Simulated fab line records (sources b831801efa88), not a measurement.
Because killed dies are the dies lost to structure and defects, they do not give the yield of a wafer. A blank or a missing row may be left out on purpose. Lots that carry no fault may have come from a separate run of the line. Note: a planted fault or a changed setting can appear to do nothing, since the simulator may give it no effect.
fab line records | flow sky130
[record] lots = 12 wafers = 36 lastDay = 50
route steps=708 shown LDD_N@244 LDD_LDN@297 SPACER@306 POLY_CUT@318
lots that met no fault: taken from a fault-free run of the same line
startH: hours from the record's first day to the start of the lot's first wafer shown | waitH: hours elapsed since this lot's preceding step | " repeats the value in the row above | L1.1+2: several wafers, shown together as one row | - no value, or no start given | * or withheld: withheld | < > ~ a bound
route shown NAME@n: names a module that has steps shown in the file, with the first one's number in the route | usual: mean/standard deviation taken from wafers without a fault | same: alike in all rows | chamber/n: place in a boat | sites: each site's reading | _std_site: their standard deviation | _edge_site: mean of outer sites minus mean of inner sites | radiusMm: for every site, how far away it sits from the centre of the wafer | mask NAME#n: copy n | behind: the last tool/chamber to shape the wafer | hold: cause of the lot's hold/its duration in hours/its outcome | device: the transistor (n, p or np) that didn't switch | end of line: at the end of the route, the tests of the same wafers | a step with no rows: only its recipe | killed: the dies lost at the first sort to structure and to defects; this is not the yield of the wafer | map: per-die view of a wafer (x killed, . not killed, _ where there is no die)
set.NAME: setting as actually run; set.NAME@STEP: the setting as run at that earlier step | model.NAME: the simulator's own value behind a step, which no gauge read
the route's steps for a sample of lots (tables are steps, rows are wafers)
services: the hour from which a tool's chamber was out of use, counted from the record's first day as startH (under 0 if before that day), plus the number of hours and why
[[steps]]
[step SKY_LDD_N_OVL_MEAS_07]
[usual] LDD_N_OVL = -0.3/1.3
// columns lot.wafer tool chamber startH waitH LDD_N_OVL[nm]
L718.1 overlay-01 - 398.42 0.1 1.4
L718.3 " - " " -1.7
L718.5 " - " " 0.4
L720.2 overlay-02 - 420.97 0.1 0.7
L720.5 " - " " -2.3
L720.6 " - " " -0.9
L722.1 overlay-02 - 438.87 0.1 0.2
L722.2 " - " " 0.0
L722.3 " - " " 0.5
L723.2 overlay-02 - 445.12 0.1 -2.9
L723.5 " - " " -2.3
L723.6 " - " " -0.6
L724.2 overlay-02 - 453.18 0.1 1.2
L724.3 " - " " 2.5
L724.5 " - " " 0.6
L726.2 overlay-01 - 467.28 0.1 -1.0
L726.3 " - " " 1.2
L726.5 " - " " 0.3
L728.3 overlay-01 - 490.40 0.1 1.4
L728.5 " - " " 0.6
L728.6 " - " " 0.8
L729.1 overlay-02 - 501.76 0.1 1.7
L729.2 " - " " -3.7
L729.3 " - " " -0.4
L730.3 overlay-01 - 508.75 0.1 -1.2
L730.5 " - " " -1.2
L730.6 " - " " -1.1
L735.1 overlay-02 - 550.26 0.1 0.1
L735.2 " - " " 0.2
L735.4 " - " " 1.0
L736.1 overlay-01 - 553.02 0.1 0.3
L736.3 " - " " -1.8
L736.5 " - " " -0.2
L741.2 overlay-02 - 607.15 0.1 1.2
L741.3 " - " " 0.2
L741.6 " - " " 0.4
[step SKY_LDD_LDN_IMPLANT_08]
[recipe] species = As energyKev = 15 doseCm2 = 1.25e+13 tiltDeg = withheld rotationDeg = 23
[usual] doseIonsCm2 = 1.25e+13/1.3e+10 faradayCurrentUA = 70.4/1.5
[same] implantIonAmu = 75
// columns lot.wafer tool chamber startH waitH doseIonsCm2 faradayCurrentUA
L718.1 implanter-04 0 521.35 0.0 1.2523e+13 69.8
L718.3 " 0 " " 1.2517e+13 70.3
L718.5 " 0 " " 1.2494e+13 68.3
L720.2 implanter-01 0 543.70 0.0 1.2505e+13 73.4
L720.5 " 0 " " 1.2528e+13 70.4
L720.6 " 0 " " 1.2512e+13 71.6
L722.1 implanter-04 0 560.31 0.0 1.2492e+13 72.3
L722.2 " 0 " " 1.2512e+13 71.8
L722.3 " 0 " " 1.2503e+13 73.6
L723.2 implanter-01 0 570.03 0.0 1.2506e+13 68.0
L723.5 " 0 " " 1.2517e+13 69.4
L723.6 " 0 " " 1.2511e+13 72.7
L724.2 implanter-04 0 574.40 0.0 1.251e+13 68.3
L724.3 " 0 " " 1.2507e+13 70.0
L724.5 " 0 " " 1.25e+13 70.1
L726.2 implanter-04 0 586.73 0.0 1.2497e+13 71.0
L726.3 " 0 " " 1.2498e+13 68.9
L726.5 " 0 " " 1.2494e+13 69.4
L728.3 implanter-04 0 610.40 0.1 1.2522e+13 71.4
L728.5 " 0 " " 1.251e+13 70.4
L728.6 " 0 " " 1.2522e+13 67.9
L729.1 implanter-04 0 621.77 0.1 1.2497e+13 73.6
L729.2 " 0 " " 1.25e+13 69.4
L729.3 " 0 " " 1.2494e+13 70.7
L730.3 implanter-04 0 628.78 0.1 1.2481e+13 68.6
L730.5 " 0 " " 1.2495e+13 70.4
L730.6 " 0 " " 1.2497e+13 71.8
L735.1 implanter-04 0 665.49 0.6 8.551e+12 49.0
L735.2 " 0 " " 8.505e+12 48.2
L735.4 " 0 " " 8.549e+12 47.8
L736.1 implanter-04 0 668.76 0.0 8.516e+12 48.8
L736.3 " 0 " " 8.515e+12 46.7
L736.5 " 0 " " 8.521e+12 48.4
L741.2 implanter-01 0 718.48 0.0 1.2496e+13 68.4
L741.3 " 0 " " 1.2511e+13 71.3
L741.6 " 0 " " 1.2501e+13 70.5
[step SKY_LDD_LDN_TW_MEAS_13]
[usual] LDD_LDN_TW = 1494/8.8
// columns lot.wafer tool chamber startH waitH LDD_LDN_TW
L718.1 filmMetro-04 - 522.05 0.1 1498
L718.3 " - " " 1502
L718.5 " - " " 1501
L720.2 filmMetro-04 - 544.39 0.1 1505
L720.5 " - " " 1496
L720.6 " - " " 1486
L722.1 filmMetro-03 - 561.01 0.1 1493
L722.2 " - " " 1491
L722.3 " - " " 1484
L723.2 filmMetro-04 - 570.72 0.1 1504
L723.5 " - " " 1501
L723.6 " - " " 1498
L724.2 filmMetro-04 - 575.09 0.1 1499
L724.3 " - " " 1502
L724.5 " - " " 1500
L726.2 filmMetro-02 - 587.42 0.1 1488
L726.3 " - " " 1493
L726.5 " - " " 1491
L728.3 filmMetro-04 - 611.07 0.1 1503
L728.5 " - " " 1502
L728.6 " - " " 1500
L729.1 filmMetro-03 - 622.47 0.1 1493
L729.2 " - " " 1498
L729.3 " - " " 1494
L730.3 filmMetro-03 - 629.45 0.1 1485
L730.5 " - " " 1490
L730.6 " - " " 1488
L735.1 filmMetro-03 - 666.19 0.1 1449
L735.2 " - " " 1461
L735.4 " - " " 1449
L736.1 filmMetro-03 - 669.46 0.1 1452
L736.3 " - " " 1451
L736.5 " - " " 1452
L741.2 filmMetro-02 - 719.17 0.1 1487
L741.3 " - " " 1487
L741.6 " - " " 1476
[step SKY_SPACER_ETCHBACK_02]
[recipe] chemistry = CH3F/O2 target = Si3N4 stopOn = SiO2 sourceW = 400 biasW = 80 pressureMtorr = 25 ch3fFlowSccm = 40 O2_flow_sccm = 30 timeS = 46.7 targetDepthA = 450
[usual] drypumpMotorCurrentA = 5.7/0.31 oesProductAu = 0.854/0.0062 throttleValvePct = 10.562/0.0078
[same] timeS = 46.7
// columns lot.wafer tool chamber startH waitH drypumpMotorCurrentA oesProductAu rfHoursCounterH throttleValvePct
L718.1 rieDiel-03 3 523.43 0.1 5.5 0.865 1 10.556
L718.3 " 0 " " 5.3 0.859 11 10.568
L718.5 " 0 " " 5.3 0.846 - 10.558
L720.2 rieDiel-01 2 545.81 0.0 5.3 0.862 5 10.569
L720.5 " 2 " " 5.3 0.852 - 10.565
L720.6 " 3 " " 6.3 0.851 - 10.557
L722.1 rieDiel-01 1 562.38 0.1 5.5 0.851 4 10.570
L722.2 " 2 " " 5.3 0.852 5 10.575
L722.3 " 0 " " 5.8 0.862 9 10.554
L723.2 rieDiel-04 0 572.08 0.0 5.9 0.856 1 10.560
L723.5 " 0 " " 5.8 0.846 - 10.554
L723.6 " 1 " " 5.6 0.858 - 10.557
L724.2 rieDiel-01 1 576.45 0.0 5.5 0.853 4 10.563
L724.3 " 0 " " 5.8 0.847 9 10.567
L724.5 " 1 " " 5.5 0.855 - 10.556
L726.2 rieDiel-01 0 590.57 0.0 5.8 0.872 9 10.563
L726.3 " 2 " " 5.3 0.867 6 10.559
L726.5 " 3 " " 6.3 0.866 - 10.558
L728.3 rieDiel-03 0 613.68 0.0 5.4 0.859 13 10.551
L728.5 " 3 " " 5.5 0.860 - 10.558
L728.6 " 0 " " 5.3 0.861 - 10.547
L729.1 rieDiel-03 0 624.15 0.1 5.3 0.854 13 10.560
L729.2 " 1 " " 6.0 0.852 0 10.561
L729.3 " 2 " " 5.7 0.855 63 10.551
L730.3 rieDiel-03 0 631.41 0.0 5.3 0.848 13 10.571
L730.5 " 3 " " 5.5 0.855 - 10.556
L730.6 " 2 " " 5.7 0.853 - 10.550
L735.1 rieDiel-01 2 667.57 0.1 5.3 0.864 8 10.575
L735.2 " 3 " " 6.3 0.849 15 10.561
L735.4 " 1 " " 5.5 0.861 6 10.563
L736.1 rieDiel-04 1 670.83 0.1 5.6 0.858 0 10.551
L736.3 " 0 " " 5.9 0.852 3 10.548
L736.5 " 2 " " 5.7 0.853 - 10.563
L741.2 rieDiel-01 1 720.55 0.0 5.5 0.849 7 10.557
L741.3 " 3 " " 6.3 0.846 16 10.568
L741.6 " 1 " " 5.5 0.855 - 10.563
[step SKY_POLY_CUT_ETCH_11]
[recipe] target = Si3N4 chemistry = CF4/CH2F2/Ar stopOn = poly-Si sourceW = 600 biasW = 150 pressureMtorr = 40 cf4FlowSccm = 40 ch2f2FlowSccm = 20 Ar_flow_sccm = 150 timeS = 42.5 targetDepthA = 600
[usual] drypumpMotorCurrentA = 5.6/0.43 oesProductAu = 0.828/0.0059 throttleValvePct = 14.994/0.0096
[same] timeS = 42.5
// columns lot.wafer tool chamber startH waitH drypumpMotorCurrentA oesProductAu rfHoursCounterH throttleValvePct
L718.1 rieDiel-02 3 553.60 0.0 4.9 0.821 12 15.000
L718.3 " 2 " " 5.9 0.823 10 14.990
L718.5 " 3 " " 4.9 0.827 - 14.994
L720.2 rieDiel-02 3 575.32 0.0 4.8 0.829 12 14.988
L720.5 " 2 " " 5.8 0.822 - 14.997
L720.6 " 1 " " 6.5 0.826 - 14.998
L722.1 rieDiel-02 3 592.09 0.0 4.8 0.826 13 14.986
L722.2 " 1 " " 6.5 0.825 9 14.998
L722.3 " 2 " " 5.9 0.829 11 15.008
L723.2 rieDiel-03 3 602.00 0.0 5.5 0.826 2 14.996
L723.5 " 2 " " 5.7 0.829 - 15.004
L723.6 " 0 " " 5.3 0.832 - 15.003
L724.2 rieDiel-03 0 606.12 0.0 5.3 0.833 13 14.995
L724.3 " 3 " " 5.5 0.829 2 15.004
L724.5 " 2 " " 5.6 0.833 - 14.990
L726.2 rieDiel-02 3 619.89 0.0 4.8 0.829 13 14.998
L726.3 " 2 " " 5.8 0.830 11 14.980
L726.5 " 0 " " 4.9 0.829 - 14.990
L728.3 rieDiel-04 0 647.25 0.0 5.9 0.822 2 15.002
L728.5 " 0 " " 5.9 0.835 - 14.983
L728.6 " 3 " " 5.3 0.826 - 15.000
L729.1 rieDiel-04 0 652.34 0.0 5.8 0.827 2 14.999
L729.2 " 3 " " 5.3 0.827 51 14.984
L729.3 " 2 " " 5.7 0.831 5 15.003
L730.3 rieDiel-02 0 655.95 0.0 5.0 0.819 6 15.006
L730.5 " 0 " " 4.9 0.822 - 14.975
L730.6 " 1 " " 6.5 0.825 - 14.998
L735.1 rieDiel-03 3 695.24 0.0 5.5 0.829 4 14.990
L735.2 " 0 " " 5.4 0.817 15 14.997
L735.4 " 1 " " 6.0 0.825 2 15.003
L736.1 rieDiel-04 1 697.44 0.0 5.6 0.831 1 14.998
L736.3 " 0 " " 5.9 0.837 4 14.976
L736.5 " 2 " " 5.7 0.833 - 15.006
L741.2 rieDiel-02 2 748.74 0.0 5.8 0.820 13 14.970
L741.3 " 3 " " 4.9 0.828 16 14.999
L741.6 " 2 " " 5.8 0.818 - 14.991
[[services]]
// columns tool chamber startH hours kind
implanter-01 - 499.82 4.5 pm
rieDiel-03 - 507.34 2.8 pm
rieDiel-02 - 521.32 0.4 repair
implanter-04 - 536.24 3.5 pm
implanter-04 - 546.21 1.9 repair
rieDiel-04 0 572.51 9.0 repair
rieDiel-03 0 578.13 7.9 repair
rieDiel-03 2 583.50 4.7 repair
implanter-04 - 599.98 1.2 repair
rieDiel-04 2 605.57 3.3 repair
rieDiel-02 2 619.93 5.2 repair
rieDiel-03 - 636.85 4.0 pm
rieDiel-03 3 644.03 9.4 repair
rieDiel-01 1 653.26 4.3 repair
implanter-04 - 662.30 2.0 repair
rieDiel-02 0 664.48 3.8 repair
rieDiel-02 1 669.59 4.2 repair
rieDiel-04 1 673.40 7.2 repair
rieDiel-02 - 716.69 28.1 pm
rieDiel-04 0 716.77 1.4 repair
rieDiel-04 1 717.31 18.1 repair
implanter-04 - 721.50 1.9 repair
rieDiel-04 - 730.03 22.2 repair
implanter-04 - 740.82 4.0 repair
[[key]]
[firstSign] step = SKY_LDD_LDN_IMPLANT_08 reading = doseIonsCm2 direction = down sigmas = 99+ usual = * struck = *
[effect] step = SKY_LDD_LDN_IMPLANT_08 reading = faradayCurrentUA direction = down sigmas = 15 usual = 70.4 struck = 48.1
[effect] step = SKY_LDD_LDN_TW_MEAS_13 reading = LDD_LDN_TW direction = down sigmas = 4.7 usual = 1494 struck = 1452
metAt SKY_LDD_LDN_IMPLANT_08
struckLots L735,L736
testerLeftOut L735,L736
notActingAt SKY_LDD_N_OVL_MEAS_07,SKY_SPACER_ETCHBACK_02,SKY_POLY_CUT_ETCH_11
onsetBetween 628.78 665.49
[fault] kind = processParameterDrift tool = implanter-04 chamber = - onsetH = 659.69 steps = SKY_LDD_LDN_IMPLANT_08 channel = doseCm2 offset = * shape = step endH = 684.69 actsIn = * stated = *
// testerLeftOut: of these lots the tester's yield and bins aren't shown, on N5 and GAA mostly nor the transistor test; their killed dies are dies lost to structure and defects alone, not to doping, threshold or leakage, so they don't give the yield
